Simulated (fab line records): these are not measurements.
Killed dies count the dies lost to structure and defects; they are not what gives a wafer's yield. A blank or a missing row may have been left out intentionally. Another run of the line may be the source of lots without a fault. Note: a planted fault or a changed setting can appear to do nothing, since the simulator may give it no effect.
Which tool did it?	flow sky130	Sampling: 13 lots, 39 wafers, 6 of 708 route steps

WHAT THE GAUGES READ, wafer by wafer
SKY_FIELD_ISO_CD_MEAS_13: the cd target is 150 nm. Usual: cd_nm 150.5 nm, standard deviation 1.7.
lot	measured	on	cd_nm (nm)	flag
L210	day 2 06:04	cd_sem-02	149.9 149.8 149.6	
L211	day 2 09:59	cd_sem-01	150.9 149.4 150.8	
L214	day 3 01:29	cd_sem-01	152.1 152.1 151.6	
L216	day 3 14:41	cd_sem-01	151.9 150.8 149.9	
L217	day 3 17:40	cd_sem-02	150.8 150.5 150.2	
L218	day 3 22:29	cd_sem-02	152.2 150.0 150.8	
L220	day 4 07:37	cd_sem-01	149.8 151.7 151.9	
L221	day 4 18:23	cd_sem-02	153.2 153.2 153.5	
L222	day 4 18:41	cd_sem-01	147.2 149.7 148.2	
L228	day 6 05:50	cd_sem-01	149.0 150.0 149.3	
L229	day 6 13:30	cd_sem-02	150.2 147.8 149.3	
L230	day 6 14:25	cd_sem-01	149.8 149.1 149.6	
L232	day 6 23:04	cd_sem-01	149.8 150.2 151.0	

SKY_NWELL_OVL_MEAS_23. Usual: NWELL_01_OVL typically reads -0.5 nm, with standard deviation 1.3.
lot	measured	on	NWELL_01_OVL (nm)	flag
L210	day 5 04:35	overlay-02	-0.6 0.5 -1.5	
L211	day 5 12:43	overlay-02	-2.5 0.3 -0.7	
L214	day 6 10:40	overlay-01	2.0 0.0 -0.1	
L216	day 7 10:00	overlay-01	-2.6 -2.5 -2.0	
L217	day 7 10:20	overlay-02	2.3 0.0 -0.1	
L218	day 8 07:24	overlay-01	-1.0 -1.5 -1.0	
L220	day 8 08:41	overlay-02	1.2 -1.3 0.7	
L221	day 9 05:18	overlay-01	-0.8 -1.1 -1.5	
L222	day 9 04:35	overlay-02	-0.9 -0.6 0.2	
L228	day 10 06:51	overlay-01	1.0 -0.4 0.7	
L229	day 10 09:54	overlay-02	-0.6 1.2 0.0	
L230	day 10 11:08	overlay-01	-2.0 -2.9 -0.1	
L232	day 10 20:17	overlay-01	-1.0 0.3 -1.4	

SKY_VT_ADJUST_HVTP_CD_MEAS_07: the cd target is 380 nm. Usual: cd_nm 380.0 nm, standard deviation 2.5.
lot	measured	on	cd_nm (nm)	flag
L210	day 5 21:55	cd_sem-02	380.3 380.2 379.7	
L211	day 6 06:49	cd_sem-02	380.1 381.4 379.4	
L214	day 7 05:19	cd_sem-01	382.1 377.9 380.2	
L216	day 8 07:39	cd_sem-01	383.0 384.4 383.2	
L217	day 8 08:20	cd_sem-01	379.9 378.6 380.8	
L218	day 9 05:40	cd_sem-01	381.4 380.2 377.5	
L220	day 9 07:12	cd_sem-01	- - -	OFF
L221	day 10 04:37	cd_sem-01	378.6 377.0 376.5	
L222	day 10 04:20	cd_sem-01	381.6 382.1 384.0	
L228	day 11 06:02	cd_sem-02	377.0 377.3 377.6	
L229	day 11 09:35	cd_sem-01	383.2 383.3 380.1	
L230	day 11 10:05	cd_sem-01	380.9 377.7 380.2	
L232	day 11 20:33	cd_sem-01	382.0 378.7 381.6	

SKY_VT_ADJUST_HVTP_TW_MEAS_11. Usual: VT_ADJUST_HVTP_TW typically reads 1350, with standard deviation 9.6.
lot	measured	on	VT_ADJUST_HVTP_TW	flag
L210	day 5 22:20	film_metro-02	1364 1361 1365	
L211	day 6 07:14	film_metro-03	1339 1342 1335	
L214	day 7 05:44	film_metro-03	1343 1338 1348	
L216	day 8 08:02	film_metro-03	1340 1352 1341	
L217	day 8 08:45	film_metro-03	1341 1342 1345	
L218	day 9 06:04	film_metro-02	1363 1363 1358	
L220	day 9 07:36	film_metro-01	30 30 30	OFF
L221	day 10 05:00	film_metro-02	1363 1360 1364	
L222	day 10 04:44	film_metro-01	1335 1330 1332	
L228	day 11 06:26	film_metro-03	1349 1345 1351	
L229	day 11 09:58	film_metro-03	1347 1348 1354	
L230	day 11 10:29	film_metro-03	1357 1348 1348	
L232	day 11 20:56	film_metro-02	1361 1360 1365	

WHAT TOOL EACH LOT RAN ON (gives the tool, then ch and the chambers of the sampled wafers, and finally the start)
lot	SKY_FIELD_ISO_ETCH_15	SKY_VT_ADJUST_HVTP_EXPOSE_04
L210	rie_diel-03 ch 1,2,3, day 2 06:14	iline_stepper-01 ch 0, day 5 13:44
L211	rie_diel-02 ch 0,1,3, day 2 10:10	iline_stepper-02 ch 0, day 5 22:16
L214	rie_diel-03 ch 0,1,2, day 3 01:40	iline_stepper-01 ch 0, day 6 20:23
L216	rie_diel-04 ch 0,2, day 3 14:49	iline_stepper-02 ch 0, day 7 21:13
L217	rie_diel-02 ch 1,2, day 3 17:49	iline_stepper-02 ch 0, day 7 21:52
L218	rie_diel-02 ch 0,1, day 3 22:37	iline_stepper-02 ch 0, day 8 18:45
L220	rie_diel-03 ch 0,1, day 4 07:46	iline_stepper-02 ch 0, day 8 20:26
L221	rie_diel-04 ch 0,1,3, day 4 18:31	iline_stepper-02 ch 0, day 9 17:04
L222	rie_diel-02 ch 0,2, day 4 18:52	iline_stepper-02 ch 0, day 9 16:37
L228	rie_diel-03 ch 1,2,3, day 6 05:58	iline_stepper-02 ch 0, day 10 18:50
L229	rie_diel-03 ch 1,3, day 6 13:37	iline_stepper-01 ch 0, day 10 22:25
L230	rie_diel-04 ch 0,2, day 6 14:34	iline_stepper-02 ch 0, day 10 23:05
L232	rie_diel-03 ch 0,3, day 6 23:10	iline_stepper-02 ch 0, day 11 08:57
- SKY_FIELD_ISO_ETCH_15: etches the open film in CHF3/O2, stops on Si, target depth 180 nm, time 72 s.
- SKY_VT_ADJUST_HVTP_EXPOSE_04: exposes mask HVTPM, target cd 380 nm.

AS READ BY THE TOOLS THEMSELVES (means over the sampled wafers that have a number; for cases with no such wafer, the mark the record gives instead)
SKY_FIELD_ISO_ETCH_15. Usual: drypump_motor_current_A 5.7 A, standard deviation 0.42; oes_product_au 0.950 a.u., standard deviation 0.0071; throttle_valve_pct 8.844 %, standard deviation 0.0092.
lot	tool	drypump_motor_current_A (A)	oes_product_au (a.u.)	throttle_valve_pct (%)	flag
L210	rie_diel-03	5.6	0.954	8.836	
L211	rie_diel-02	5.9	0.951	8.841	
L214	rie_diel-03	5.4	0.951	8.855	
L216	rie_diel-04	6.1	0.950	8.844	
L217	rie_diel-02	6.1	0.951	8.848	
L218	rie_diel-02	5.6	0.949	8.848	
L220	rie_diel-03	5.2	0.944	8.844	
L221	rie_diel-04	5.9	0.948	8.835	
L222	rie_diel-02	5.6	0.956	8.852	
L228	rie_diel-03	5.6	0.950	8.849	
L229	rie_diel-03	5.3	0.942	8.845	
L230	rie_diel-04	5.7	0.943	8.845	
L232	rie_diel-03	5.6	0.966	8.846	

SKY_VT_ADJUST_HVTP_EXPOSE_04. Usual: focus_offset_nm 0.0 nm, standard deviation 0.49; reticle_temp_C 23.01 C, standard deviation 0.11.
lot	tool	focus_offset_nm (nm)	reticle_temp_C (C)	flag
L210	iline_stepper-01	-0.2	23.01	
L211	iline_stepper-02	-0.7	23.19	
L214	iline_stepper-01	-0.2	23.05	
L216	iline_stepper-02	-0.5	23.01	
L217	iline_stepper-02	-0.5	22.93	
L218	iline_stepper-02	0.4	23.11	
L220	iline_stepper-02	0.2	22.94	
L221	iline_stepper-02	-0.7	23.03	
L222	iline_stepper-02	-0.0	22.92	
L228	iline_stepper-02	0.2	22.92	
L229	iline_stepper-01	0.1	23.07	
L230	iline_stepper-02	0.5	22.88	
L232	iline_stepper-02	0.8	23.00	

THE ANSWER, worked out from the rows above alone
Rule: lot off if the mean of its wafers having a number is beyond 3 standard deviations from the usual mean. Also off: a lot with no number at a reading for which 4 or more lots have one. All remaining lots with rows at the step are treated as sound. First the gauges in route order, then the tools' own readings, where a lot's mean is used as printed above. At the first step where some lot is off, the reading lying furthest off is the one used; lots without a number count as furthest.
Off: L220, at SKY_VT_ADJUST_HVTP_CD_MEAS_07 (cd_nm). Without a number there: L220.
A tool fits if, at a process step before that reading, it ran every lot that is off, and no sound lot after the first of them. Not tried: the gauges at SKY_VT_ADJUST_HVTP_CD_MEAS_07; whatever is off there is also off at SKY_VT_ADJUST_HVTP_TW_MEAS_11, on other tools, and gauge error can't account for it. None of those tried fits.

WHAT THE SIMULATOR HAD PUT IN
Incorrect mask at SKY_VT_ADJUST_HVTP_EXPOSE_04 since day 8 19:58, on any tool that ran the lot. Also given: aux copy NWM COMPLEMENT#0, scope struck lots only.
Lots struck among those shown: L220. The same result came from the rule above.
